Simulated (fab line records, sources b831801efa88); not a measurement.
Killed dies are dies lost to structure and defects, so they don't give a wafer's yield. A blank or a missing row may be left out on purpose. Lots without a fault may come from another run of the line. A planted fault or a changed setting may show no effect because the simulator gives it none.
A struck lot beside a sound one | flow sky130 | 43 steps out of a route of 708
Sound: wafers L296.1, L296.5, L296.6. Struck: wafers L310.1, L310.4, L310.6. The cause comes at the end.
At each step with rows: each side's tool, then ch and its chambers, then its first start. Under that, the readings that differ: sound wafers | struck wafers | difference of the means | sigmas: that difference in standard deviations of wafers without a fault.
alike: readings whose means differ by less than 2 such deviations, and words and numbers that are the same on both sides. not compared: withheld readings, readings that some wafer has no value for, bounds like >300 that may hide the same value, and numbers for which the record gives no deviation and whose values overlap.
The two part at a step that has a row with sigmas, a row that says differs or no value, or rows on one side only. Numbers that don't overlap but have no deviation are shown without sigmas and don't part them. A reading that every wafer of one side lacks parts them only if that side has two wafers or more.

SKY_CAP2M_THK_MEAS_04: measures by xrf.
  sound on film_metro-01, day 39 16:47; struck on film_metro-01, day 43 22:05
  alike: CAP2M_TIN_THK
then, 7 steps without rows for these wafers: SKY_CAP2M_DEHYDRATE_05 (time 60 s); SKY_CAP2M_HMDS_06 (prime time 60 s); SKY_CAP2M_COAT_07 (resist thk 1140 nm); SKY_CAP2M_SOFTBAKE_08 (time 60 s); SKY_CAP2M_EXPOSE_09 (exposes mask CAP2M, target cd 1000 nm); SKY_CAP2M_PEB_10; SKY_CAP2M_DEVELOP_11 (develop time 60 s).
SKY_CAP2M_OVL_MEAS_12:
  sound on overlay-01, day 40 16:41; struck on overlay-01, day 44 19:22
  alike: CAP2M_OVL
SKY_CAP2M_METAL_ETCH_13: etches TiN in Cl2/BCl3, stops on SiO2, target depth 220 nm, time 62.9 s.
  sound on rie_metal-03 ch 0, day 40 16:43; struck on rie_metal-03 ch 0, day 44 19:23
  alike: bcl3_flow_sccm, drypump_motor_current_A, oes_product_au, throttle_valve_pct
  not compared: rf_hours_counter_h
SKY_CAP2M_STRIP_14: strips in O2/N2.
  sound on plasma_asher-01 ch 0,1, day 40 16:52; struck on plasma_asher-01 ch 0,1, day 44 19:28
  alike: drypump_motor_current_A, oes_product_au, strip_time_to_endpoint_s
  not compared: rf_hours_counter_h
then, 1 step without rows for these wafers: SKY_CAP2M_STRIP_15 (strips in post etch residue remover, time 1200 s).
SKY_CAP2M_CLEAN_16: cleans in IPA, time 180 s.
  sound on wet_bench-02 ch 3, day 40 17:19; struck on wet_bench-02 ch 0, day 44 19:56
then, 9 steps without rows for these wafers: SKY_CAP2M_CLEAN_17 (cleans in O3/DIW); SKY_METAL4_DEHYDRATE_05 (time 60 s); SKY_METAL4_HMDS_06 (prime time 60 s); SKY_METAL4_COAT_07 (resist thk 60 nm); SKY_METAL4_COAT_08 (resist thk 1140 nm); SKY_METAL4_SOFTBAKE_09 (time 90 s); SKY_METAL4_EXPOSE_10 (exposes mask MM4, target cd 300 nm); SKY_METAL4_PEB_11; SKY_METAL4_DEVELOP_12 (develop time 60 s).
SKY_METAL4_CD_MEAS_13: target cd 300 nm.
  sound on cd_sem-01, day 41 16:16; struck on cd_sem-02, day 45 17:58
  alike: cd_nm
SKY_METAL4_OVL_MEAS_14:
  sound on overlay-02, day 41 16:23; struck on overlay-02, day 45 18:05
  alike: METAL4_OVL
SKY_METAL4_DESCUM_15: chemistry O2, time 8 s.
  sound on rie_metal-01 ch 0,1, day 41 16:25; struck on rie_metal-04 ch 0,1, day 45 18:07
  alike: drypump_motor_current_A, oes_product_au
  not compared: rf_hours_counter_h
then, 2 steps without rows for these wafers: SKY_METAL4_ETCH_16 (etches BARC in N2/H2, stops on SiO2, time 88.2 s, target depth 60 nm); SKY_METAL4_ETCH_17 (etches SiO2 in C4F8/O2/Ar, stops on TiN, time 3.9 s, target depth 15 nm).
SKY_METAL4_METAL_ETCH_18: etches the open film in Cl2/BCl3, stops on SiO2, target depth 845 nm, time 183.1 s.
  sound on rie_metal-04 ch 0,1, day 41 16:34; struck on rie_metal-01 ch 0, day 45 18:16
  alike: bcl3_flow_sccm, drypump_motor_current_A, oes_product_au, throttle_valve_pct
  not compared: rf_hours_counter_h
then, 5 steps without rows for these wafers: SKY_METAL4_STRIP_19 (strips in O2/N2); SKY_METAL4_STRIP_20 (strips in post etch residue remover, time 1200 s); SKY_METAL4_CLEAN_21 (cleans in IPA, time 180 s); SKY_METAL4_CLEAN_22 (cleans in O3/DIW); SKY_VIA4_HDPCVD_00 (deposits SiO2, target thk 1750 nm, time 291.7 s).
SKY_VIA4_THK_MEAS_01:
  sound on film_metro-02, day 41 17:31; struck on film_metro-04, day 45 19:13
  alike: VIA4_HDPCVD_THK
SKY_VIA4_CMP_02: polishes SiO2.
  sound on cmp-01 ch 2,3, day 41 17:37; struck on cmp-01 ch 0,1,3, day 45 19:16
  alike: motor_current_A
SKY_VIA4_BOW_MEAS_03:
  sound on film_metro-04, day 41 17:52; struck on film_metro-04, day 45 19:34
  alike: VIA4_BOW
then, 6 steps without rows for these wafers: SKY_VIA4_DEHYDRATE_04 (time 60 s); SKY_VIA4_HMDS_05 (prime time 60 s); SKY_VIA4_COAT_06 (resist thk 1140 nm); SKY_VIA4_SOFTBAKE_07 (time 60 s); SKY_VIA4_EXPOSE_08 (exposes mask VIM4, target cd 800 nm); SKY_VIA4_PEB_09.
-- the record jumps here: 3 days lie between the struck wafers' starts before and after (it left off in module VIA4 and takes up again in module PAD_OPEN, whose first step shown is number 708 of the route) --
SKY_PAD_OPEN_PROBE_99:
  sound on prober-01, day 45 16:23; struck on prober-02, day 49 05:43
  reading                               | sound              | struck            | difference | sigmas
  killed_at_other                       | 0 0 1              | 44 39 45          | +42        | +78
  killed_dies                           | 89 83 87           | 148 116 105       | +37        | +4
  model.etest.tester.sort_n_pass        | 403 409 405        | 344 376 387       | -37        |
  model.etest.tester.sort_yield_pct (%) | 81.91 83.13 82.32  | 69.92 76.42 78.66 | -7.45      |
  model.etest.tester.sort_bin_5_pct (%) | 9.959 9.756 10.77  | 19.31 13.82 15.85 | +6.17      |
  model.etest.tester.sort_bin_3_pct (%) | 0.6098 0.813 1.423 | 2.236 2.236 2.033 | +1.220     |
  alike: killed_at_M0_to_M3, killed_at_M4_up, killed_at_contacts, killed_at_front_end, killed_open, killed_short

WHERE THEY PART
Only at SKY_PAD_OPEN_PROBE_99, within this record.

WHY: what the simulator had put in
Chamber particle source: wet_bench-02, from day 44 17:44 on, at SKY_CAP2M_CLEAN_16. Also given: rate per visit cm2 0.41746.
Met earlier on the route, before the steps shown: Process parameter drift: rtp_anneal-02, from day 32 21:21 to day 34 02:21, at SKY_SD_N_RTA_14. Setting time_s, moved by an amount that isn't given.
